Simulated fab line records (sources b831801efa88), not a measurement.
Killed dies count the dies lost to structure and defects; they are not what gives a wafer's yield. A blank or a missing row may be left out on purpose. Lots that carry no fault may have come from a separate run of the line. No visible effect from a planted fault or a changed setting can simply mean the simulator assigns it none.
fab line records	flow sky130	part 1 of 2: steps 1 to 43 of 44
[record] lots = 5	wafers = 15	last-day = 49
route steps=708 shown METAL1@448 VIA1@458 METAL2@483 PAD_OPEN@708
lots that met no fault: from a run of the same line without faults
start-h: hours from the record's first day to the start of the lot's first wafer shown	wait-h: hours since the lot's step before	" the same as in the row above	L1.1+2: a single row standing in for several wafers	- either no value or no given start	* or withheld: withheld	< > ~ a bound
route shown NAME@n: NAME is a module with steps in the file, n the number in the route of the first one	usual: mean/standard deviation taken from wafers without a fault	same: alike in all rows	chamber/n: place in a boat	sites: the reading at each site	_std_site: standard deviation of those values	_edge_site: mean of outer sites minus mean of inner sites	radius-mm: how far each site lies from the wafer's centre	mask NAME#n: copy n	behind: the tool/chamber that last shaped the wafer	hold: why the lot was held/for how many hours/how that ended	device: the n, p or np transistor that did not switch	end of line: at the end of the route, the tests of the same wafers	a step without rows: its recipe alone	killed: not the wafer's yield, but the dies lost to structure and defects at the first sort	map: shows each die of a wafer: x if killed, . if not, _ if none is there
set.NAME: the setting the step ran with; set.NAME@STEP: the setting that earlier step ran with	model.NAME: the simulator's own value behind a step, which no gauge read
a table for each step, a row for each wafer; lots at some steps of the route
services: when a tool's chamber went out of use (start-h, in hours from the record's first day, below 0 if earlier), for how many hours, and the reason
[[steps]]
[step SKY_METAL1_DEVELOP_14]
[recipe] develop-time-s = 60	resist = KrF-thick	dev-temp-c = 21
[step SKY_METAL1_CD_MEAS_15]
[recipe] target-cd-nm = 140
[usual] cd-nm = 139.6/1.6
lot.wafer	tool	chamber	start-h	wait-h	cd-nm
L384.2	cd-sem-01	-	828.12	-	137.6
L384.4	"	-	"	"	137.6
L384.5	"	-	"	"	138.6
L385.2	cd-sem-02	-	840.52	-	141.8
L385.3	"	-	"	"	139.7
L385.6	"	-	"	"	139.4
L391.3	cd-sem-01	-	878.40	-	141.1
L391.4	"	-	"	"	142.3
L391.6	"	-	"	"	141.1
L394.3	cd-sem-02	-	894.75	-	139.4
L394.5	"	-	"	"	137.8
L394.6	"	-	"	"	138.2
L396.1	cd-sem-01	-	904.36	-	139.2
L396.4	"	-	"	"	139.4
L396.5	"	-	"	"	137.8
[step SKY_METAL1_OVL_MEAS_16]
[usual] METAL1_OVL = 3/5.2
lot.wafer	tool	chamber	start-h	wait-h	METAL1_OVL[nm]
L384.2	overlay-02	-	828.23	0.1	-1
L384.4	"	-	"	"	1
L384.5	"	-	"	"	5
L385.2	overlay-01	-	840.63	0.1	4
L385.3	"	-	"	"	2
L385.6	"	-	"	"	-2
L391.3	overlay-01	-	878.50	0.1	-2
L391.4	"	-	"	"	7
L391.6	"	-	"	"	0
L394.3	overlay-02	-	894.85	0.1	8
L394.5	"	-	"	"	7
L394.6	"	-	"	"	7
L396.1	overlay-01	-	904.48	0.1	2
L396.4	"	-	"	"	10
L396.5	"	-	"	"	11
[step SKY_METAL1_DESCUM_17]
[recipe] chemistry = O2	source-power-w = 150	bias-power-w = 0	pressure-mtorr = 10	temp-c = 40	time-s = 8
[step SKY_METAL1_ETCH_18]
[recipe] chemistry = N2/H2	target = BARC	ion-energy-ev = 200	bias-w = 100	pressure-mtorr = 30	n2-flow-sccm = 100	h2-flow-sccm = 200	icp-w = 500	stop-on = SiO2	time-s = 45.9	target-depth-a = 600
[usual] drypump-motor-current-A = 5.7/0.37	he-backside-leak-sccm = 3.29/0.18	oes-product-au = 0.854/0.005	throttle-valve-pct = 13.225/0.0096
lot.wafer	tool	chamber	start-h	wait-h	drypump-motor-current-A	he-backside-leak-sccm	oes-product-au	rf-hours-counter-h	throttle-valve-pct
L384.2	rie-metal-03	0	828.29	0.0	5.9	3.49	0.853	15	13.235
L384.4	"	0	"	"	5.9	3.53	0.854	-	13.213
L384.5	"	0	"	"	5.9	3.39	0.856	-	13.222
L385.2	rie-metal-03	1	840.69	0.0	6.0	3.23	0.849	8	13.229
L385.3	"	0	"	"	5.9	3.57	0.861	-	13.233
L385.6	"	0	"	"	5.9	3.60	0.858	-	13.234
L391.3	rie-metal-04	0	878.57	0.0	6.2	3.15	0.853	-	13.235
L391.4	"	1	"	"	5.1	3.38	0.844	-	13.227
L391.6	"	0	"	"	6.2	3.14	0.851	-	13.241
L394.3	rie-metal-01	1	894.92	0.0	5.3	3.12	0.849	-	13.221
L394.5	"	0	"	"	5.8	2.97	0.853	-	13.223
L394.6	"	1	"	"	5.3	3.21	0.848	-	13.237
L396.1	rie-metal-04	1	904.55	0.0	5.1	3.48	0.854	10	13.216
L396.4	"	1	"	"	5.2	3.42	0.856	-	13.215
L396.5	"	1	"	"	5.1	3.40	0.853	-	13.234
[step SKY_METAL1_METAL_ETCH_19]
[recipe] target-depth-a = 3600	stop-on = SiO2	over-etch-frac = 0.3	time-s = 78	chemistry = Cl2/BCl3	resist-sidewall-deg = 88	pressure-mtorr = 10	icp-w = 900	bias-w = 48.5	Cl2_flow_sccm = 60	bcl3-flow-sccm = 30
[step SKY_METAL1_STRIP_20]
[recipe] chemistry = O2/N2	power-w = 1400	pressure-mtorr = 1500	platen-temp-c = withheld	o2-flow-sccm = 3000	n2-flow-sccm = 300	overash-fraction = 0.5
[step SKY_METAL1_STRIP_21]
[recipe] chemistry = post-etch-residue-remover	time-s = 1200	temp-c = 72.5
[step SKY_METAL1_CLEAN_22]
[recipe] chemistry = IPA	time-s = 180	temp-c = 25
[step SKY_METAL1_CLEAN_23]
[recipe] chemistry = O3/DIW	dry = n2-spin
[step SKY_VIA1_HDPCVD_00]
[recipe] material = SiO2	target-thk-nm = 1030	sigma-open-frac = 0.3	time-s = 171.7	temp-c = 400	sih4-flow-sccm = 60	pressure-mtorr = 6
[step SKY_VIA1_THK_MEAS_01]
[recipe] reads = SiO2_of_VIA1_HDPCVD_00
[usual] VIA1_HDPCVD_THK = 1036/12
lot.wafer	tool	chamber	start-h	wait-h	VIA1_HDPCVD_THK[nm]
L384.2	film-metro-04	-	829.19	0.1	1048
L384.4	"	-	"	"	1039
L384.5	"	-	"	"	1037
L385.2	film-metro-01	-	841.56	0.1	1038
L385.3	"	-	"	"	1052
L385.6	"	-	"	"	1037
L391.3	film-metro-02	-	879.43	0.1	1016
L391.4	"	-	"	"	1014
L391.6	"	-	"	"	1033
L394.3	film-metro-01	-	895.78	0.1	1039
L394.5	"	-	"	"	1035
L394.6	"	-	"	"	1039
L396.1	film-metro-01	-	905.48	0.1	1067
L396.4	"	-	"	"	1042
L396.5	"	-	"	"	1050
[step SKY_VIA1_CMP_02]
[recipe] material = SiO2	down-force-psi = 4	platen-rpm = 60	pad-velocity-m-s = 0.94248
[usual] motor-current-A = 12.3/0.99
lot.wafer	tool	chamber	start-h	wait-h	motor-current-A	model.SiO2_of_VIA1_HDPCVD_00.thk-nm
L384.2	cmp-02	2	829.24	0.0	13.1	345.5
L384.4	"	1	"	"	13.9	343.8
L384.5	"	2	"	"	13.0	344.3
L385.3	cmp-02	2	841.61	0.0	13.1	344.5
L385.2	"	3	"	"	12.5	344.4
L385.6	"	3	"	"	12.1	343.6
L391.3	cmp-02	3	879.47	0.0	12.0	346.5
L391.4	"	0	"	"	11.7	345.4
L391.6	"	3	"	"	12.3	346.2
L394.3	cmp-02	0	896.08	0.3	11.7	343.8
L394.6	"	3	"	"	11.6	345.5
L394.5	"	0	"	"	12.5	344.5
L396.1	cmp-02	2	905.54	0.1	13.3	345.6
L396.4	"	1	"	"	13.5	587.7
L396.5	"	3	"	"	12.5	345.7
[step SKY_VIA1_BOW_MEAS_03]
[recipe] mode = bow
[usual] VIA1_BOW = 81/6.8
lot.wafer	tool	chamber	start-h	wait-h	VIA1_BOW[um]
L384.2	film-metro-01	-	829.56	0.3	80
L384.4	"	-	"	"	81
L384.5	"	-	"	"	78
L385.2	film-metro-01	-	841.93	0.2	88
L385.3	"	-	"	"	79
L385.6	"	-	"	"	81
L391.3	film-metro-02	-	879.81	0.3	82
L391.4	"	-	"	"	78
L391.6	"	-	"	"	78
L394.3	film-metro-02	-	896.37	0.2	83
L394.5	"	-	"	"	91
L394.6	"	-	"	"	84
L396.1	film-metro-02	-	905.84	0.2	79
L396.4	"	-	"	"	97
L396.5	"	-	"	"	73
[step SKY_VIA1_DEHYDRATE_04]
[recipe] temp-c = 200	time-s = 60
[step SKY_VIA1_HMDS_05]
[recipe] prime-time-s = 60	prime-temp-c = 120
[step SKY_VIA1_COAT_06]
[recipe] resist = BARC	temp-c = withheld	time-s = withheld	spin-rpm = 3000	resist-thk-nm = 60
[step SKY_VIA1_COAT_07]
[recipe] resist = KrF-thick	spin-rpm = 3000	resist-thk-nm = 450
[step SKY_VIA1_SOFTBAKE_08]
[recipe] temp-c = 100	time-s = 90	resist = KrF-thick
[step SKY_VIA1_EXPOSE_09]
[recipe] mask-id = VIM	na = 0.8	source-shape = annular	sigma-inner = 0.55	sigma-outer = 0.85	target-cd-nm = 150	dose-mj = 38
[step SKY_VIA1_PEB_10]
[recipe] peb-temp-c = withheld	peb-time-s = withheld	resist = KrF-thick
[step SKY_VIA1_DEVELOP_11]
[recipe] develop-time-s = 60	resist = KrF-thick	dev-temp-c = 21
[step SKY_VIA1_CD_MEAS_12]
[recipe] target-cd-nm = 150
[usual] cd-nm = 149.5/1.4
lot.wafer	tool	chamber	start-h	wait-h	cd-nm
L384.2	cd-sem-01	-	854.96	-	149.3
L384.4	"	-	"	"	149.1
L384.5	"	-	"	"	148.5
L385.2	cd-sem-01	-	867.86	-	150.6
L385.3	"	-	"	"	150.5
L385.6	"	-	"	"	151.0
L391.3	cd-sem-01	-	904.89	-	149.8
L391.4	"	-	"	"	149.3
L391.6	"	-	"	"	151.4
L394.3	cd-sem-02	-	921.34	-	149.8
L394.5	"	-	"	"	150.1
L394.6	"	-	"	"	148.5
L396.1	cd-sem-02	-	929.14	-	150.1
L396.4	"	-	"	"	148.9
L396.5	"	-	"	"	151.5
[step SKY_VIA1_OVL_MEAS_13]
[usual] VIA1_OVL = 1/5.9
lot.wafer	tool	chamber	start-h	wait-h	VIA1_OVL[nm]
L384.2	overlay-02	-	855.06	0.1	11
L384.4	"	-	"	"	15
L384.5	"	-	"	"	18
L385.2	overlay-01	-	867.96	0.1	5
L385.3	"	-	"	"	5
L385.6	"	-	"	"	8
L391.3	overlay-01	-	904.98	0.1	-15
L391.4	"	-	"	"	-5
L391.6	"	-	"	"	-4
L394.3	overlay-01	-	921.43	0.1	-8
L394.5	"	-	"	"	3
L394.6	"	-	"	"	6
L396.1	overlay-01	-	929.26	0.1	-7
L396.4	"	-	"	"	2
L396.5	"	-	"	"	-2
[step SKY_VIA1_ETCH_14]
[recipe] chemistry = N2/H2	target = BARC	ion-energy-ev = 200	source-w = 500	bias-w = 100	pressure-mtorr = 30	n2-flow-sccm = 100	h2-flow-sccm = 200	stop-on = SiO2	time-s = 45.9	target-depth-a = 600
[usual] drypump-motor-current-A = 5.9/0.44	oes-product-au = 0.854/0.005	throttle-valve-pct = 13.224/0.0087
lot.wafer	tool	chamber	start-h	wait-h	drypump-motor-current-A	oes-product-au	rf-hours-counter-h	throttle-valve-pct
L384.2	rie-diel-02	1	855.09	0.0	6.1	0.860	18	13.234
L384.4	"	0	"	"	5.6	0.850	20	13.216
L384.5	"	0	"	"	5.6	0.859	-	13.218
L385.2	rie-diel-03	0	867.99	0.0	5.8	0.852	15	13.233
L385.3	"	2	"	"	6.3	0.839	14	13.215
L385.6	"	2	"	"	6.3	0.859	-	13.239
L391.3	rie-diel-01	0	905.01	0.0	5.2	0.851	16	13.230
L391.4	"	3	"	"	6.7	0.854	16	13.225
L391.6	"	1	"	"	5.4	0.858	-	13.219
L394.3	rie-diel-02	0	921.46	0.0	5.6	0.854	22	13.219
L394.5	"	1	"	"	6.1	0.856	-	13.227
L394.6	"	0	"	"	5.6	0.855	-	13.230
L396.1	rie-diel-03	2	929.29	0.0	6.3	0.853	15	13.240
L396.4	"	1	"	"	6.3	0.857	28	13.209
L396.5	"	2	"	"	6.3	0.858	-	13.224
[step SKY_VIA1_ETCH_15]
[recipe] target = SiO2	chemistry = C4F8/O2/Ar	target-depth-nm = 351	stop-on = TiN	mask-material = KrF-thick	source-w = 1500	bias-w = 1200	pressure-mtorr = 40	c4f8-flow-sccm = withheld	O2_flow_sccm = 6	Ar_flow_sccm = 300	time-s = 54
[usual] oes-product-au = 0.981/0.0067
lot.wafer	tool	chamber	start-h	wait-h	oes-product-au	rf-hours-counter-h	model.etch.depth-nm	model.VIA1.feature-depth-nm
L384.2	rie-diel-02	1	855.13	0.0	0.979	18	345.5	345.5
L384.4	"	0	"	"	0.967	20	343.8	343.8
L384.5	"	0	"	"	0.964	-	344.1	344.1
L385.2	rie-diel-03	0	868.03	0.0	0.973	15	344.4	344.4
L385.3	"	2	"	"	0.984	14	344.5	344.5
L385.6	"	2	"	"	0.986	-	343.6	343.6
L391.3	rie-diel-01	0	905.05	0.0	0.979	16	346.5	346.5
L391.4	"	3	"	"	0.978	16	341.7	341.7
L391.6	"	1	"	"	0.990	-	346.2	346.2
L394.3	rie-diel-02	0	921.50	0.0	0.982	22	343.8	343.8
L394.5	"	1	"	"	0.992	-	344.5	344.5
L394.6	"	0	"	"	0.983	-	345.3	345.3
L396.1	rie-diel-03	2	929.33	0.0	0.992	16	345.6	345.6
L396.4	"	1	"	"	1.009	28	353.9	353.9
L396.5	"	2	"	"	0.986	-	345.7	345.7
[step SKY_VIA1_STRIP_16]
[recipe] chemistry = O2/N2	power-w = 1400	pressure-mtorr = 1500	platen-temp-c = withheld	o2-flow-sccm = 3000	n2-flow-sccm = 300	overash-fraction = 0.5
[usual] drypump-motor-current-A = 5.7/0.38	oes-product-au = 0.416/0.0046	strip-time-to-endpoint-s = 4.460/0.026
[same] overash-fraction = 0.5
lot.wafer	tool	chamber	start-h	wait-h	drypump-motor-current-A	oes-product-au	rf-hours-counter-h	strip-time-to-endpoint-s
L384.2	plasma-asher-03	0	855.18	0.0	5.0	0.422	100	4.464
L384.4	"	1	"	"	5.9	0.412	-	4.442
L384.5	"	0	"	"	5.0	0.412	-	4.505
L385.2	plasma-asher-03	0	868.08	0.0	5.0	0.416	101	4.480
L385.3	"	1	"	"	5.8	0.423	-	4.436
L385.6	"	1	"	"	5.9	0.412	-	4.462
L391.3	plasma-asher-01	1	905.13	0.1	6.1	0.413	-	4.454
L391.4	"	0	"	"	5.7	0.412	-	4.492
L391.6	"	0	"	"	5.7	0.409	-	4.454
L394.3	plasma-asher-01	1	921.58	0.1	6.1	0.415	-	4.470
L394.5	"	1	"	"	6.1	0.417	-	4.471
L394.6	"	0	"	"	5.7	0.412	-	4.502
L396.1	plasma-asher-03	0	929.38	0.0	5.0	0.409	108	4.462
L396.4	"	1	"	"	5.8	0.410	-	4.464
L396.5	"	1	"	"	5.8	0.411	-	4.438
[step SKY_VIA1_STRIP_17]
[recipe] chemistry = post-etch-residue-remover	time-s = 1200	temp-c = 72.5
[step SKY_VIA1_CLEAN_18]
[recipe] chemistry = IPA	time-s = 180	temp-c = 25
[step SKY_VIA1_CLEAN_19]
[recipe] chemistry = O3/DIW	dry = n2-spin
[step SKY_VIA1_SPUTTER_20]
[recipe] material = TiN	target-thk-nm = 20	chamber-pressure-pa = 5	power-w = 4000	time-s = 80
[usual] throttle-valve-pct = 29.9/1.2
lot.wafer	tool	chamber	start-h	wait-h	throttle-valve-pct
L384.2	pvd-sputter-03	-	855.78	0.0	30.9
L384.4	"	-	"	"	29.7
L384.5	"	-	"	"	29.6
L385.2	pvd-sputter-03	-	868.72	0.0	29.9
L385.3	"	-	"	"	31.2
L385.6	"	-	"	"	30.7
L391.3	pvd-sputter-01	-	906.10	0.0	28.5
L391.4	"	-	"	"	29.7
L391.6	"	-	"	"	28.6
L394.3	pvd-sputter-01	-	922.14	0.0	29.6
L394.5	"	-	"	"	31.4
L394.6	"	-	"	"	29.6
L396.1	pvd-sputter-04	-	930.00	0.0	31.8
L396.4	"	-	"	"	28.6
L396.5	"	-	"	"	28.5
[step SKY_VIA1_CVD_21]
[recipe] material = W	target-thk-nm = 270	time-s = 80.902	temp-c = 400	pressure-torr = 40
[step SKY_VIA1_RS_MEAS_22]
[recipe] thk-meas-gauge = four-point-probe	reads = W_of_VIA1_CVD_21+TiN_of_VIA1_SPUTTER_20
[usual] VIA1_W_RS = 0.424/0.0073
lot.wafer	tool	chamber	start-h	wait-h	VIA1_W_RS[ohm/sq]
L384.2	film-metro-01	-	855.95	0.1	0.427
L384.4	"	-	"	"	0.432
L384.5	"	-	"	"	0.430
L385.2	film-metro-04	-	868.89	0.1	0.426
L385.3	"	-	"	"	0.427
L385.6	"	-	"	"	0.425
L391.3	film-metro-01	-	906.29	0.1	0.429
L391.4	"	-	"	"	0.410
L391.6	"	-	"	"	0.421
L394.3	film-metro-01	-	923.10	0.8	0.416
L394.5	"	-	"	"	0.431
L394.6	"	-	"	"	0.412
L396.1	film-metro-02	-	930.16	0.1	0.417
L396.4	"	-	"	"	0.429
L396.5	"	-	"	"	0.432
[step SKY_VIA1_THK_MEAS_23]
[recipe] thk-meas-gauge = xrf	reads = W_of_VIA1_CVD_21
[usual] VIA1_W_THK = 265/5.1
lot.wafer	tool	chamber	start-h	wait-h	VIA1_W_THK[nm]
L384.2	film-metro-01	-	856.06	0.1	261
L384.4	"	-	"	"	259
L384.5	"	-	"	"	258
L385.2	film-metro-04	-	869.00	0.1	266
L385.3	"	-	"	"	264
L385.6	"	-	"	"	264
L391.3	film-metro-01	-	906.39	0.1	261
L391.4	"	-	"	"	275
L391.6	"	-	"	"	266
L394.3	film-metro-01	-	923.20	0.1	273
L394.5	"	-	"	"	264
L394.6	"	-	"	"	275
L396.1	film-metro-02	-	930.28	0.1	269
L396.4	"	-	"	"	261
L396.5	"	-	"	"	262
[step SKY_VIA1_CMP_24]
[recipe] stop-on = SiO2	t-overpolish-s = 15	down-force-psi = 3.5	platen-rpm = 60	target-thk-nm = 0	pad-velocity-m-s = 0.94248
[usual] motor-current-A = 11.1/1
lot.wafer	tool	chamber	start-h	wait-h	motor-current-A
L384.2	cmp-01	1	856.16	0.1	9.9
L384.4	"	3	"	"	10.1
L384.5	"	1	"	"	10.3
L385.2	cmp-02	0	869.10	0.1	11.0
L385.3	"	1	"	"	12.9
L385.6	"	3	"	"	10.9
L391.4	cmp-02	1	906.48	0.1	12.4
L391.3	"	2	"	"	12.2
L391.6	"	0	"	"	10.5
L394.3	cmp-01	3	923.42	0.2	10.2
L394.6	"	3	"	"	10.5
L394.5	"	0	"	"	12.2
L396.4	cmp-01	2	930.34	0.0	10.4
L396.1	"	0	"	"	12.0
L396.5	"	2	"	"	10.1
[step SKY_METAL2_SPUTTER_00]
[recipe] material = Ti	target-thk-nm = 15	power-w = 3000	time-s = 10	chamber-pressure-pa = 0.4
[step SKY_METAL2_SPUTTER_01]
[recipe] material = TiN	target-thk-nm = 20	power-w = 6500	time-s = 16.7	chamber-pressure-pa = 0.4
[step SKY_METAL2_SPUTTER_02]
[recipe] material = AlCu	target-thk-nm = 250	power-w = 10600	time-s = 13.3	chamber-pressure-pa = 0.4
[step SKY_METAL2_SPUTTER_03]
[recipe] material = Ti	target-thk-nm = 5	power-w = 3000	time-s = 3.3	chamber-pressure-pa = 0.4
[step SKY_METAL2_SPUTTER_04]
[recipe] material = TiN	target-thk-nm = 70	power-w = 6500	time-s = 58.3	chamber-pressure-pa = 0.4
[step SKY_METAL2_RS_MEAS_05]
[recipe] thk-meas-gauge = four-point-probe	reads = TiN_of_METAL2_SPUTTER_04+Ti_of_METAL2_SPUTTER_03+AlCu_of_METAL2_SPUTTER_02+TiN_of_METAL2_SPUTTER_01+Ti_of_METAL2_SPUTTER_00
[usual] METAL2_ALCU_RS = 0.1265/0.0016
lot.wafer	tool	chamber	start-h	wait-h	METAL2_ALCU_RS[ohm/sq]
L384.2	film-metro-01	-	856.59	0.0	0.1255
L384.4	"	-	"	"	0.1267
L384.5	"	-	"	"	0.1254
L385.2	film-metro-03	-	869.51	0.0	0.1281
L385.3	"	-	"	"	0.1266
L385.6	"	-	"	"	0.1279
L391.3	film-metro-01	-	906.91	0.1	0.1264
L391.4	"	-	"	"	0.1269
L391.6	"	-	"	"	0.1267
L394.3	film-metro-03	-	924.05	0.2	0.1259
L394.5	"	-	"	"	0.1271
L394.6	"	-	"	"	0.1271
L396.1	film-metro-03	-	930.78	0.0	0.1250
L396.4	"	-	"	"	0.1240
L396.5	"	-	"	"	0.1246
[step SKY_METAL2_THK_MEAS_06]
[recipe] thk-meas-gauge = xrf	reads = AlCu_of_METAL2_SPUTTER_02
[usual] METAL2_ALCU_THK = 250/3.3
lot.wafer	tool	chamber	start-h	wait-h	METAL2_ALCU_THK[nm]
L384.2	film-metro-01	-	856.70	0.1	251
L384.4	"	-	"	"	248
L384.5	"	-	"	"	252
L385.2	film-metro-03	-	869.62	0.1	246
L385.3	"	-	"	"	249
L385.6	"	-	"	"	247
L391.3	film-metro-01	-	907.01	0.1	251
L391.4	"	-	"	"	252
L391.6	"	-	"	"	249
L394.3	film-metro-03	-	924.15	0.1	250
L394.5	"	-	"	"	249
L394.6	"	-	"	"	249
L396.1	film-metro-03	-	930.90	0.1	252
L396.4	"	-	"	"	255
L396.5	"	-	"	"	252
[step SKY_METAL2_METAL_ETCH_19]
[recipe] target-depth-a = 3600	stop-on = SiO2	over-etch-frac = 0.3	time-s = 78	chemistry = Cl2/BCl3	resist-sidewall-deg = 88	pressure-mtorr = 10	icp-w = 900	bias-w = 48.5	Cl2_flow_sccm = 60	bcl3-flow-sccm = 30
[usual] drypump-motor-current-A = 5.7/0.32	he-backside-leak-sccm = 3.27/0.19	oes-product-au = 0.855/0.0055	throttle-valve-pct = 22.265/0.0085
lot.wafer	tool	chamber	start-h	wait-h	drypump-motor-current-A	he-backside-leak-sccm	oes-product-au	rf-hours-counter-h	throttle-valve-pct	model.SiO2_of_VIA1_HDPCVD_00.thk-nm
L384.2	rie-metal-01	1	882.27	0.0	5.3	3.35	0.855	14	22.266	331.5
L384.4	"	1	"	"	5.2	3.38	0.857	-	22.262	329.8
L384.5	"	1	"	"	5.2	3.27	0.854	-	22.267	330.2
L385.2	rie-metal-02	0	895.44	0.1	6.0	3.55	0.851	-	22.263	330.1
L385.3	"	0	"	"	6.0	3.52	0.855	-	22.271	330.2
L385.6	"	0	"	"	6.0	3.57	0.857	-	22.262	329.3
L391.3	rie-metal-03	1	931.80	0.1	6.0	3.19	0.855	-	22.277	332.6
L391.4	"	0	"	"	5.9	3.51	0.847	-	22.267	331.3
L391.6	"	1	"	"	6.0	3.30	0.849	-	22.253	332.3
L394.3	rie-metal-01	0	948.49	0.1	5.8	2.95	0.847	-	22.274	329.9
L394.5	"	1	"	"	5.3	3.47	0.851	-	22.276	330.8
L394.6	"	0	"	"	5.8	3.20	0.853	-	22.270	331.6
L396.1	rie-metal-01	0	955.24	0.0	5.8	3.04	0.859	1	22.267	331.7
L396.4	"	0	"	"	5.8	2.87	0.855	-	22.256	573.8
L396.5	"	0	"	"	5.8	2.97	0.855	-	22.277	332
[[key]]
[first-sign] step = SKY_VIA1_ETCH_15	reading = oes-product-au	direction = up	sigmas = 4.1	usual = 0.981	struck = 1.009
effect none on later readings
[model-effect] step = SKY_VIA1_CMP_02	value = SiO2_of_VIA1_HDPCVD_00.thk-nm	without = 343.9	struck = 587.7
[model-effect] step = SKY_VIA1_ETCH_15	value = etch.depth-nm	without = 343.9	struck = 353.9
[model-effect] step = SKY_METAL2_METAL_ETCH_19	value = SiO2_of_VIA1_HDPCVD_00.thk-nm	without = 330	struck = 573.8
[model-effect] step = SKY_PAD_OPEN_PROBE_99	value = etest.tester.sort-n-pass	without = 400	struck = 0
met-at SKY_VIA1_CMP_02
struck-wafers L396.4
onset-between 896.08 905.54
[fault] kind = process-parameter-drift	tool = cmp-02	chamber = -	onset-h = 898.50	steps = SKY_VIA1_CMP_02	channel = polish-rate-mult	offset = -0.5	shape = step	end-h = 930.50	scope = struck-wafers-only
